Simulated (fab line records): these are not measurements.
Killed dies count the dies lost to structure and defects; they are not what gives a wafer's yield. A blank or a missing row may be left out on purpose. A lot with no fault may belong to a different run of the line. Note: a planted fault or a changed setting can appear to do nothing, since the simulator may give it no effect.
What tool caused it? ; flow gf180mcu ; Sampling: 13 lots, 39 wafers, 6 of 602 route steps

== WHAT THE GAUGES SHOWED, per wafer ==
GF_STI_THK_MEAS_24. Usual: STI_CVD_23_THK 647 nm, standard deviation 7.5.
lot;measured;on;STI_CVD_23_THK (nm);flag
L521;day 2 08:47;film_metro-02;650 646 646;
L522;day 2 13:49;film_metro-03;647 635 642;
L524;day 2 23:47;film_metro-04;637 651 657;
L526;day 3 09:59;film_metro-02;648 649 642;
L527;day 3 15:29;film_metro-02;644 646 642;
L528;day 3 20:56;film_metro-04;647 652 652;
L529;day 4 02:05;film_metro-04;659 658 668;
L530;day 4 08:19;film_metro-04;642 654 634;
L531;day 4 12:07;film_metro-03;640 652 638;
L532;day 4 17:23;film_metro-04;648 644 650;
L535;day 5 08:33;film_metro-04;496 487 494 496 487 493;OFF
L536;day 5 13:49;film_metro-03;495 480 491 495 481 491;OFF
L537;day 5 20:11;film_metro-04;495 499 505 494 499 505;OFF

GF_POLY_GATE_THK_MEAS_17. Usual: POLY_GATE_OXIDATION_THK 4.02 nm, standard deviation 0.088.
lot;measured;on;POLY_GATE_OXIDATION_THK (nm);flag
L521;day 9 15:48;film_metro-04;4.06 3.98 4.13;
L522;day 9 23:11;film_metro-04;4.01 4.06 3.98;
L524;day 10 15:10;film_metro-01;4.07 4.06 4.02;
L526;day 11 04:01;film_metro-03;3.92 3.93 3.85;
L527;day 11 08:58;film_metro-01;4.04 4.11 4.16;
L528;day 11 13:02;film_metro-01;3.86 3.89 3.90;
L529;day 11 23:31;film_metro-03;4.00 3.97 4.04;
L530;day 12 10:11;film_metro-04;4.22 4.18 4.24;
L531;day 12 14:24;film_metro-01;4.08 4.05 4.00;
L532;day 12 18:15;film_metro-01;3.87 3.92 3.99;
L535;day 13 19:54;film_metro-04;4.03 3.96 4.02;
L536;day 14 00:03;film_metro-03;4.05 4.05 3.99;
L537;day 14 05:17;film_metro-03;4.08 4.03 4.08;

GF_HV_LDD_CD_MEAS_19: the cd target is 400 nm. Usual: cd_nm at 399.8 nm, with a standard deviation of 2.
lot;measured;on;cd_nm (nm);flag
L521;day 11 02:19;cd_sem-01;402.3 402.0 403.3;
L522;day 11 10:48;cd_sem-01;401.0 401.0 399.5;
L524;day 12 04:27;cd_sem-02;398.5 400.4 398.6;
L526;day 12 18:25;cd_sem-02;397.4 398.6 397.1;
L527;day 12 23:07;cd_sem-02;398.6 395.6 397.7;
L528;day 13 04:13;cd_sem-02;402.9 401.9 404.1;
L529;day 13 14:58;cd_sem-02;398.1 399.1 398.0;
L530;day 14 02:28;cd_sem-02;402.3 402.8 403.2;
L531;day 14 07:02;cd_sem-01;399.6 398.4 400.1;
L532;day 14 10:07;cd_sem-02;396.7 398.1 397.9;
L535;day 15 13:43;cd_sem-02;399.3 402.6 402.5;
L536;day 15 19:01;cd_sem-02;401.4 402.6 401.4;
L537;day 15 22:28;cd_sem-01;398.7 400.4 399.7;

GF_HV_LDD_CD_MEAS_31: the cd target is 400 nm. Usual: cd_nm at 400.0 nm, with a standard deviation of 2.7.
lot;measured;on;cd_nm (nm);flag
L521;day 11 20:55;cd_sem-02;402.5 400.8 399.9;
L522;day 12 05:49;cd_sem-02;402.6 399.6 400.5;
L524;day 13 00:09;cd_sem-02;397.3 397.9 399.6;
L526;day 13 14:43;cd_sem-01;398.2 404.3 398.5;
L527;day 13 19:23;cd_sem-02;399.2 398.2 397.0;
L528;day 14 00:38;cd_sem-01;400.8 401.8 403.0;
L529;day 14 11:31;cd_sem-02;397.5 398.7 397.0;
L530;day 14 23:36;cd_sem-01;403.2 402.0 399.9;
L531;day 15 04:40;cd_sem-02;398.2 396.0 397.6;
L532;day 15 08:15;cd_sem-02;400.0 401.6 404.1;
L535;day 16 11:48;cd_sem-01;404.2 402.0 402.4;
L536;day 16 17:13;cd_sem-02;397.4 398.4 398.2;
L537;day 16 20:35;cd_sem-02;397.6 400.2 397.3;

== TOOL THAT RAN EACH LOT (tool first, then ch and the chambers of the sampled wafers, then the start) ==
lot;GF_STI_CVD_23;GF_STI_CMP_25
L521;hdpcvd-01 ch 0,1,2, day 2 08:42;cmp-02 ch 0,1,2, day 2 08:53
L522;hdpcvd-02 ch 0, day 2 13:42;cmp-01 ch 0,2,3, day 2 13:53
L524;hdpcvd-02 ch 0,1, day 2 23:42;cmp-01 ch 0,1,2, day 2 23:56
L526;hdpcvd-02 ch 0,2, day 3 09:53;cmp-01 ch 0,1, day 3 10:05
L527;hdpcvd-01 ch 0,2, day 3 15:24;cmp-01 ch 0,1,2, day 3 15:35
L528;hdpcvd-01 ch 0,2, day 3 20:50;cmp-02 ch 0,3, day 3 20:59
L529;hdpcvd-02 ch 0,1,2, day 4 02:01;cmp-02 ch 1,2, day 4 02:08
L530;hdpcvd-01 ch 0,1, day 4 08:14;cmp-01 ch 1,3, day 4 08:23
L531;hdpcvd-01 ch 0,1,2, day 4 12:03;cmp-01 ch 0,1, day 4 12:09
L532;hdpcvd-02 ch 0,2, day 4 17:18;cmp-01 ch 0,1,3, day 4 17:26
L535;hdpcvd-02 ch 0,1,2, day 5 08:29;cmp-02 ch 0,1,3, day 5 14:21
L536;hdpcvd-02 ch 0,1,2, day 5 13:44;cmp-02 ch 1,2, day 5 15:36
L537;hdpcvd-02 ch 0,1,2, day 5 20:07;cmp-01 ch 0,3, day 6 00:02
- GF_STI_CVD_23: deposits SiO2, target thk 650 nm, time 108.3 s.
- GF_STI_CMP_25: polishes, stops on Si3N4, t overpolish 33 s, target thk 524.6 nm.

== AS READ BY THE TOOLS THEMSELVES (means over the sampled wafers that have a number; for cases with no such wafer, the mark the record gives instead) ==
GF_STI_CVD_23. Usual: sih4_flow_sccm at 60.02 sccm, with a standard deviation of 0.2.
lot;tool;sih4_flow_sccm (sccm);flag
L521;hdpcvd-01;60.12;
L522;hdpcvd-02;59.79;
L524;hdpcvd-02;59.99;
L526;hdpcvd-02;60.07;
L527;hdpcvd-01;60.07;
L528;hdpcvd-01;59.98;
L529;hdpcvd-02;59.90;
L530;hdpcvd-01;60.21;
L531;hdpcvd-01;60.08;
L532;hdpcvd-02;60.23;
L535;hdpcvd-02;59.96;
L536;hdpcvd-02;59.99;
L537;hdpcvd-02;60.01;

GF_STI_CMP_25. Usual: motor_current_A 11.6 A, standard deviation 0.87; time_to_endpoint_s 121 s, standard deviation 5.3.
lot;tool;motor_current_A (A);time_to_endpoint_s (s);flag
L521;cmp-02;11.6;119;
L522;cmp-01;11.1;128;
L524;cmp-01;11.9;127;
L526;cmp-01;11.5;129;
L527;cmp-01;12.1;129;
L528;cmp-02;11.9;117;
L529;cmp-02;11.5;116;
L530;cmp-01;11.1;117;
L531;cmp-01;11.3;116;
L532;cmp-01;11.3;116;
L535;cmp-02;12.0;92;OFF
L536;cmp-02;12.4;90;OFF
L537;cmp-01;10.9;94;OFF

== THE ANSWER, worked out from the rows above alone ==
Rule: take the mean of a lot's wafers that have a number; if it is more than 3 standard deviations from the usual mean, the lot is off. A lot without any number at a reading at which 4 lots or more have one is off too. The other lots that the step has rows for count as sound. Order of review: gauges by route order, followed by the tools' own readings, for which a lot's mean as printed above is used. The first step at which some lot is off is used, and at that step the reading that is off furthest; a lot without a number counts as furthest.
Off: L535, L536, L537, at GF_STI_THK_MEAS_24 (STI_CVD_23_THK).
A tool fits if, at a process step before that reading, it ran every lot that is off, and no sound lot after the first of them. Not tried: the gauges at GF_STI_THK_MEAS_24; whatever is off there is also off at GF_STI_CMP_25, on other tools, and gauge error can't account for it. One candidate fits, namely hdpcvd-02 at GF_STI_CVD_23. Its last sound lot is L532 (day 4 17:18), its first lot that is off L535 (day 5 08:29): a fault that began between those two fits.

== WHAT THE SIMULATOR PUT IN ==
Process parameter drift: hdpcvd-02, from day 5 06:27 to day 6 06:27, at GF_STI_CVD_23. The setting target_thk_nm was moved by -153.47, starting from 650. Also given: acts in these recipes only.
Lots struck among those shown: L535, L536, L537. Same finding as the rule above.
